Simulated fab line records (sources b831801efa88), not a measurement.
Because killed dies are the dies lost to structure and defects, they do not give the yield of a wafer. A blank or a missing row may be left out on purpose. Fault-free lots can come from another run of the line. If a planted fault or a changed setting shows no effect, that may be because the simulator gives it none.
What tool caused it? ; flow sky130 ; 21 wafers from 7 lots sampled at 3 of the route's 708 steps

== WHAT THE GAUGES READ, wafer by wafer ==
SKY_VT_ADJUST_PCH_TW_MEAS_10.
lot;measured;on;VT_ADJUST_PCH_TW
L276;day 11 17:58;filmMetro-03;141.3 141.3 141.1
L282;day 13 04:26;filmMetro-02;30.0 30.0 30.4
L286;day 14 10:00;filmMetro-02;142.6 143.7 143.1
L288;day 14 20:50;filmMetro-02;143.9 143.0 143.2
L291;day 16 07:23;filmMetro-01;141.1 140.9 141.6
L294;day 17 05:44;filmMetro-02;143.6 143.8 143.4
L296;day 17 18:05;filmMetro-03;140.7 140.4 140.6

== WHICH TOOL RAN EACH LOT (tool, then ch and the chambers of the sampled wafers, then the start) ==
lot;SKY_VT_ADJUST_HVTR_STRIP_10;SKY_VT_ADJUST_PCH_STRIP_09
L276;plasmaAsher-04 ch 1, day 10 19:23;plasmaAsher-04 ch 0,1, day 11 17:52
L282;plasmaAsher-02 ch 0,1, day 12 03:29;plasmaAsher-02 ch 0,1, day 13 04:20
L286;plasmaAsher-02 ch 0,1, day 13 09:35;plasmaAsher-02 ch 0,1, day 14 09:54
L288;plasmaAsher-03 ch 0,1, day 13 20:15;plasmaAsher-02 ch 0,1, day 14 20:44
L291;plasmaAsher-04 ch 0,1, day 15 03:38;plasmaAsher-04 ch 0,1, day 16 07:17
L294;plasmaAsher-03 ch 0,1, day 16 00:57;plasmaAsher-04 ch 0,1, day 17 05:38
L296;plasmaAsher-04 ch 0,1, day 16 12:45;plasmaAsher-01 ch 0,1, day 17 17:59
- SKY_VT_ADJUST_HVTR_STRIP_10: strips in O2/N2.
- SKY_VT_ADJUST_PCH_STRIP_09: strips in O2/N2.

== THE ANSWER, worked out from the rows above alone ==
Rule: the lots themselves supply what counts as usual. Put in order of their means at a reading, lots are off if they are a third of the lots or fewer, leave a main group of 4 or more, and stand apart from it by a gap of 3 or more times the standard deviation of the main group's means; of several such gaps the widest counts. If all means in a main group match to the digits the tables above print for the reading, that group is not used. Also off: a lot with no number at a reading for which 4 or more lots have one. Where the step has rows for the other lots, those lots are counted as sound.
Off: L282, at SKY_VT_ADJUST_PCH_TW_MEAS_10 (VT_ADJUST_PCH_TW). The main group: mean 142.2, standard deviation 1.2.
If a tool, at a process step before that reading, ran all the lots that are off and no sound lot after the first of them, it fits. The gauges at SKY_VT_ADJUST_PCH_TW_MEAS_10 are tried like those tools. Not one of the candidates tried fits.

== WHAT THE SIMULATOR PUT IN ==
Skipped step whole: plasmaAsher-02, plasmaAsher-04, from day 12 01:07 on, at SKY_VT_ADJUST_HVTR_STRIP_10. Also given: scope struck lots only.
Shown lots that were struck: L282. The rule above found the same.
